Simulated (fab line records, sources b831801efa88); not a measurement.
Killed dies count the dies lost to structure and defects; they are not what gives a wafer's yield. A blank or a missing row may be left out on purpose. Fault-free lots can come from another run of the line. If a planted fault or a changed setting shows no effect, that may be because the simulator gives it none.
Lot-split experiment || flow gf180mcu || 23 wafers read from 5 lots, route of 602 steps

## ABOUT THE SPLIT
At GF_TOP_METAL_SPUTTER_02 (material AlCu, target thk 900 nm, time 47.82 s), the setting time-s was moved away from the recipe's 47.82 s on 7 of the 23 wafers read, by -11.2% to +13.7%. The other wafers ran this setting at the recipe's value.

## FROM THE SPLIT TO THE READING: what the file shows between them, 10 steps
- GF_TOP_METAL_SPUTTER_03: material Ti, target thk 5 nm, time 3.3 s
- GF_TOP_METAL_SPUTTER_04: material TiN, target thk 25 nm, time 20.8 s
- GF_TOP_METAL_RS_MEAS_05: measures by four-point-probe
- GF_TOP_METAL_THK_MEAS_06: measures by xrf
- GF_TOP_METAL_COAT_09: resist thk 1500 nm (also split here: resist-thk-nm)
- GF_TOP_METAL_SOFTBAKE_10: time 60 s
- GF_TOP_METAL_EXPOSE_11: exposes mask MetalTop, target cd 440 nm
- GF_TOP_METAL_PEB_12
- GF_TOP_METAL_DEVELOP_13: develop time 60 s
- GF_TOP_METAL_CD_MEAS_14: target cd 440 nm

## THE READING
oes-product-au, in a.u., at GF_TOP_METAL_METAL_ETCH_16 (etches the open film in Cl2/BCl3, stops on SiO2, target depth 1077.5 nm, time 179.6 s). A value of 0.964 a.u. with a standard deviation of 0.0063 a.u. is what fault-free wafers of this fab line usually give.

{"wafer": "L076.3", "tool, chamber at the split": "pvd-sputter-01, -", "time-s as run, s": 47.82, "against the recipe": "recipe", "oes-product-au, a.u.": 0.969, "against lot-mates on the recipe": "-"}
{"wafer": "L076.4", "tool, chamber at the split": "pvd-sputter-01, -", "time-s as run, s": 47.82, "against the recipe": "recipe", "oes-product-au, a.u.": 0.966, "against lot-mates on the recipe": "-"}
{"wafer": "L076.5", "tool, chamber at the split": "pvd-sputter-01, -", "time-s as run, s": 47.82, "against the recipe": "recipe", "oes-product-au, a.u.": 0.975, "against lot-mates on the recipe": "-"}
{"wafer": "L078.1", "tool, chamber at the split": "pvd-sputter-02, -", "time-s as run, s": 47.82, "against the recipe": "recipe", "oes-product-au, a.u.": 0.965, "against lot-mates on the recipe": "-"}
{"wafer": "L078.2", "tool, chamber at the split": "pvd-sputter-02, -", "time-s as run, s": 47.82, "against the recipe": "recipe", "oes-product-au, a.u.": 0.963, "against lot-mates on the recipe": "-"}
{"wafer": "L078.4", "tool, chamber at the split": "pvd-sputter-02, -", "time-s as run, s": 47.82, "against the recipe": "recipe", "oes-product-au, a.u.": 0.963, "against lot-mates on the recipe": "-"}
{"wafer": "L078.5", "tool, chamber at the split": "pvd-sputter-02, -", "time-s as run, s": 47.82, "against the recipe": "recipe", "oes-product-au, a.u.": 0.967, "against lot-mates on the recipe": "-"}
{"wafer": "L078.6", "tool, chamber at the split": "pvd-sputter-02, -", "time-s as run, s": 47.82, "against the recipe": "recipe", "oes-product-au, a.u.": 0.966, "against lot-mates on the recipe": "-"}
{"wafer": "L079.1", "tool, chamber at the split": "pvd-sputter-01, -", "time-s as run, s": 44.62, "against the recipe": "-6.7%", "oes-product-au, a.u.": 0.930, "against lot-mates on the recipe": -0.030}
{"wafer": "L079.2", "tool, chamber at the split": "pvd-sputter-01, -", "time-s as run, s": 47.82, "against the recipe": "recipe", "oes-product-au, a.u.": 0.959, "against lot-mates on the recipe": "-"}
{"wafer": "L079.3", "tool, chamber at the split": "pvd-sputter-01, -", "time-s as run, s": 44.62, "against the recipe": "-6.7%", "oes-product-au, a.u.": 0.921, "against lot-mates on the recipe": -0.039}
{"wafer": "L079.5", "tool, chamber at the split": "pvd-sputter-01, -", "time-s as run, s": 47.82, "against the recipe": "recipe", "oes-product-au, a.u.": 0.968, "against lot-mates on the recipe": "-"}
{"wafer": "L079.6", "tool, chamber at the split": "pvd-sputter-01, -", "time-s as run, s": 47.82, "against the recipe": "recipe", "oes-product-au, a.u.": 0.954, "against lot-mates on the recipe": "-"}
{"wafer": "L082.1", "tool, chamber at the split": "pvd-sputter-04, -", "time-s as run, s": 47.82, "against the recipe": "recipe", "oes-product-au, a.u.": 0.945, "against lot-mates on the recipe": "-"}
{"wafer": "L082.2", "tool, chamber at the split": "pvd-sputter-04, -", "time-s as run, s": 47.82, "against the recipe": "recipe", "oes-product-au, a.u.": 0.946, "against lot-mates on the recipe": "-"}
{"wafer": "L082.3", "tool, chamber at the split": "pvd-sputter-04, -", "time-s as run, s": 54.36, "against the recipe": "+13.7%", "oes-product-au, a.u.": 0.988, "against lot-mates on the recipe": "+0.040"}
{"wafer": "L082.5", "tool, chamber at the split": "pvd-sputter-04, -", "time-s as run, s": 54.36, "against the recipe": "+13.7%", "oes-product-au, a.u.": 0.994, "against lot-mates on the recipe": "+0.046"}
{"wafer": "L082.6", "tool, chamber at the split": "pvd-sputter-04, -", "time-s as run, s": 47.82, "against the recipe": "recipe", "oes-product-au, a.u.": 0.953, "against lot-mates on the recipe": "-"}
{"wafer": "L083.1", "tool, chamber at the split": "pvd-sputter-02, -", "time-s as run, s": 42.46, "against the recipe": "-11.2%", "oes-product-au, a.u.": 0.918, "against lot-mates on the recipe": -0.048}
{"wafer": "L083.2", "tool, chamber at the split": "pvd-sputter-02, -", "time-s as run, s": 47.82, "against the recipe": "recipe", "oes-product-au, a.u.": 0.960, "against lot-mates on the recipe": "-"}
{"wafer": "L083.3", "tool, chamber at the split": "pvd-sputter-02, -", "time-s as run, s": 42.46, "against the recipe": "-11.2%", "oes-product-au, a.u.": 0.909, "against lot-mates on the recipe": -0.057}
{"wafer": "L083.4", "tool, chamber at the split": "pvd-sputter-02, -", "time-s as run, s": 42.46, "against the recipe": "-11.2%", "oes-product-au, a.u.": 0.917, "against lot-mates on the recipe": -0.049}
{"wafer": "L083.5", "tool, chamber at the split": "pvd-sputter-02, -", "time-s as run, s": 47.82, "against the recipe": "recipe", "oes-product-au, a.u.": 0.973, "against lot-mates on the recipe": "-"}

FIT RESULTS
A straight line over all 23 wafers: oes-product-au changes by +0.00333 a.u. for each +1% of time-s; r = +0.90; the points scatter about the line by 0.01 a.u.
The same after taking each lot's own level away (the mean of its wafers on the recipe; 23 wafers): +0.00397 a.u. for each +1%; r = +0.97; scatter 0.0061 a.u.
Per that fit: largest time-s move, reading shift of 0.054 a.u.
The span of the lots' own levels, 0.9480 to 0.9700 a.u., comes to 3.5 times the standard deviation stated above.
Hence the slope depends on the lot-to-lot level, as the two fits are not the same.
Check: +0.0565 a.u. against its lot-mates is what the line predicts for one of the wafers moved furthest among these (+13.7%) when that wafer is left out of the fit. Against them it came out at +0.04 a.u.

## THESE WAFERS: OTHER SPLITS
Note: prior to the reading, these wafers also went through further splits. Each is held against what the fit with the lots' levels taken away leaves over:
{"other split on the same wafers": "GF_M5_DEVELOP_06 develop-time-s", "wafers away from the commonest value": 11, "r with oes-product-au (lot level and that fit taken away)": "+0.09"}
{"other split on the same wafers": "GF_TOP_METAL_COAT_09 resist-thk-nm", "wafers away from the commonest value": 6, "r with oes-product-au (lot level and that fit taken away)": "+0.03"}

## THE WHOLE CHAIN: every reading that the file lists as answering this split, in the file's order
{"step": "GF_TOP_METAL_SPUTTER_02", "what it does": "material AlCu, target thk 900 nm, time 47.82 s", "reading": "AlCu_of_TOP_METAL_SPUTTER_02.thk-nm (the simulator's own value, which no gauge read)", "change (the file's fit)": "+9.28 nm for each +1% of the setting", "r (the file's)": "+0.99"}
{"step": "GF_TOP_METAL_RS_MEAS_05", "what it does": "measures by four-point-probe", "reading": "TOP_METAL_ALCU_RS", "change (the file's fit)": "-0.000341 for each +1% of the setting", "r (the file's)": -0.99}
{"step": "GF_TOP_METAL_THK_MEAS_06", "what it does": "measures by xrf", "reading": "TOP_METAL_ALCU_THK", "change (the file's fit)": "+8.9 for each +1% of the setting", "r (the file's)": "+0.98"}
{"step": "GF_TOP_METAL_METAL_ETCH_16", "what it does": "etches the open film in Cl2/BCl3, stops on SiO2, target depth 1077.5 nm, time 179.6 s", "reading": "oes-product-au", "change (the file's fit)": "+0.00394 a.u. for each +1% of the setting", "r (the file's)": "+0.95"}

## FILE'S OWN FIT
oes-product-au changes by +0.00394 a.u. for each +1% of time-s, r = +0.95.
